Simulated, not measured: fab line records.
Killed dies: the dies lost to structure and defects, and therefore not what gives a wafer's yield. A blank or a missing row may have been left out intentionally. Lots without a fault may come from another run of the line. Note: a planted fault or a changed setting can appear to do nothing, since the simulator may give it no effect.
What tool caused it? | flow gf180mcu | 13 lots, 39 wafers sampled, at 4 steps of a route of 602

== WHAT EACH GAUGE READ, for each wafer ==
GF_M4_OVL_MEAS_15.
lot  | measured     | on         | M4_OVL (nm)
L975 | day 23 13:27 | overlay-01 | -1 0 1
L976 | day 23 15:15 | overlay-01 | 3 -1 -1
L977 | day 24 08:42 | overlay-02 | 0 5 4
L980 | day 25 04:02 | overlay-01 | 2 5 4
L986 | day 27 06:47 | overlay-02 | 0 5 -3
L987 | day 27 12:23 | overlay-02 | 7 9 14
L988 | day 27 23:53 | overlay-01 | 0 -1 5
L989 | day 28 00:32 | overlay-01 | 5 4 -4
L991 | day 28 16:28 | overlay-01 | 1 3 1
L994 | day 29 10:59 | overlay-02 | 7 -1 0
L995 | day 29 22:50 | overlay-01 | -3 0 1
L997 | day 30 06:56 | overlay-02 | 7 4 4
L998 | day 30 16:53 | overlay-01 | 7 9 4

GF_V4_RS_MEAS_24: uses a four-point probe to measure.
lot  | measured     | on           | V4_W_RS (ohm/sq)
L975 | day 24 13:58 | filmMetro-02 | 0.330 0.332 0.334
L976 | day 24 15:28 | filmMetro-01 | 0.323 0.322 0.321
L977 | day 25 08:32 | filmMetro-01 | 0.332 0.328 0.330
L980 | day 26 03:35 | filmMetro-03 | 0.323 0.325 0.326
L986 | day 28 05:32 | filmMetro-03 | 0.322 0.319 0.324
L987 | day 28 10:53 | filmMetro-03 | 0.330 0.331 0.330
L988 | day 28 22:16 | filmMetro-03 | 0.331 0.330 0.334
L989 | day 28 22:49 | filmMetro-01 | 0.327 0.325 0.325
L991 | day 29 13:15 | filmMetro-01 | 0.327 0.320 0.317
L994 | day 30 08:28 | filmMetro-02 | 0.324 0.328 0.326
L995 | day 30 20:20 | filmMetro-03 | 0.323 0.328 0.324
L997 | day 31 03:22 | filmMetro-02 | 0.328 0.323 0.327
L998 | day 31 12:44 | filmMetro-03 | 0.328 0.329 0.328

== WHICH TOOL RAN EACH LOT (tool, then ch and the chambers of the sampled wafers, then the start) ==
lot  | GF_M4_SPUTTER_00            | GF_M4_METAL_ETCH_16
L975 | pvdSputter-03, day 22 14:41 | rieMetal-04 ch 0, day 23 13:31
L976 | pvdSputter-02, day 22 16:07 | rieMetal-02 ch 0,1, day 23 15:19
L977 | pvdSputter-02, day 23 10:08 | rieMetal-04 ch 0,1, day 24 08:46
L980 | pvdSputter-04, day 24 06:20 | rieMetal-04 ch 1, day 25 04:04
L986 | pvdSputter-02, day 26 10:02 | rieMetal-01 ch 0, day 27 06:49
L987 | pvdSputter-02, day 26 15:31 | rieMetal-01 ch 0, day 27 12:28
L988 | pvdSputter-03, day 27 02:53 | rieMetal-04 ch 1, day 27 23:55
L989 | pvdSputter-04, day 27 03:35 | rieMetal-01 ch 0, day 28 00:34
L991 | pvdSputter-04, day 27 20:29 | rieMetal-01 ch 0,1, day 28 16:30
L994 | pvdSputter-04, day 28 15:04 | rieMetal-02 ch 0,1, day 29 11:01
L995 | pvdSputter-04, day 29 03:41 | rieMetal-02 ch 0,1, day 29 22:55
L997 | pvdSputter-03, day 29 12:46 | rieMetal-01 ch 0,1, day 30 06:58
L998 | pvdSputter-03, day 29 22:49 | rieMetal-04 ch 0,1, day 30 16:55
- GF_M4_SPUTTER_00: material Ti, target thk 37.5 nm, time 150 s.
- GF_M4_METAL_ETCH_16: etches the open film in Cl2/BCl3, stops on SiO2, target depth 750.8 nm, time 125.1 s.

== WHAT THE TOOLS THEMSELVES READ (means of the sampled wafers that have a number; where no wafer has one, the mark that the record gives instead) ==
GF_M4_SPUTTER_00.
lot  | tool          | substrateTempC (C) | throttleValvePct (%)
L975 | pvdSputter-03 | 200.21             | 30.0
L976 | pvdSputter-02 | 200.09             | 31.5
L977 | pvdSputter-02 | 200.00             | 30.6
L980 | pvdSputter-04 | 199.99             | 29.8
L986 | pvdSputter-02 | 199.97             | 30.7
L987 | pvdSputter-02 | 199.87             | 31.1
L988 | pvdSputter-03 | 199.98             | 29.9
L989 | pvdSputter-04 | 199.95             | 29.8
L991 | pvdSputter-04 | 200.13             | 30.2
L994 | pvdSputter-04 | 199.99             | 29.6
L995 | pvdSputter-04 | 200.02             | 30.2
L997 | pvdSputter-03 | 200.03             | 29.9
L998 | pvdSputter-03 | 199.98             | 30.2

GF_M4_METAL_ETCH_16.
lot  | tool        | drypumpMotorCurrentA (A) | oesProductAu (a.u.) | throttleValvePct (%)
L975 | rieMetal-04 | 5.7                      | 0.988               | 28.230
L976 | rieMetal-02 | 5.2                      | 0.990               | 28.229
L977 | rieMetal-04 | 5.9                      | 0.990               | 28.231
L980 | rieMetal-04 | 6.2                      | 0.990               | 28.239
L986 | rieMetal-01 | 5.8                      | 0.990               | 28.238
L987 | rieMetal-01 | 5.8                      | 0.984               | 28.225
L988 | rieMetal-04 | 6.2                      | 0.991               | 28.221
L989 | rieMetal-01 | 5.8                      | 0.991               | 28.237
L991 | rieMetal-01 | 5.9                      | 0.989               | 28.245
L994 | rieMetal-02 | 5.7                      | 0.990               | 28.231
L995 | rieMetal-02 | 5.7                      | 0.992               | 28.229
L997 | rieMetal-01 | 6.0                      | 0.989               | 28.235
L998 | rieMetal-04 | 5.9                      | 0.987               | 28.238

== THE ANSWER, worked out from the rows above alone ==
Rule: what is usual is taken from the lots themselves. Put in order of their means at a reading, lots are off if they are a third of the lots or fewer, leave a main group of 4 or more, and stand apart from it by a gap of 3 or more times the standard deviation of the main group's means; of several such gaps the widest counts. The tables above print the reading to a certain number of digits; a main group whose means all agree to those digits is not used. Also off: a lot with no number at a reading for which 4 or more lots have one. Where the step has rows for the other lots, those lots are counted as sound. First the gauges in route order, then the tools' own readings, where a lot's mean is used as printed above. The first step at which some lot is off is used, and at that step the reading that is off furthest; a lot without a number counts as furthest.
None of the lots is off at any reading shown; this tells nothing.

== WHAT THE SIMULATOR PUT IN ==
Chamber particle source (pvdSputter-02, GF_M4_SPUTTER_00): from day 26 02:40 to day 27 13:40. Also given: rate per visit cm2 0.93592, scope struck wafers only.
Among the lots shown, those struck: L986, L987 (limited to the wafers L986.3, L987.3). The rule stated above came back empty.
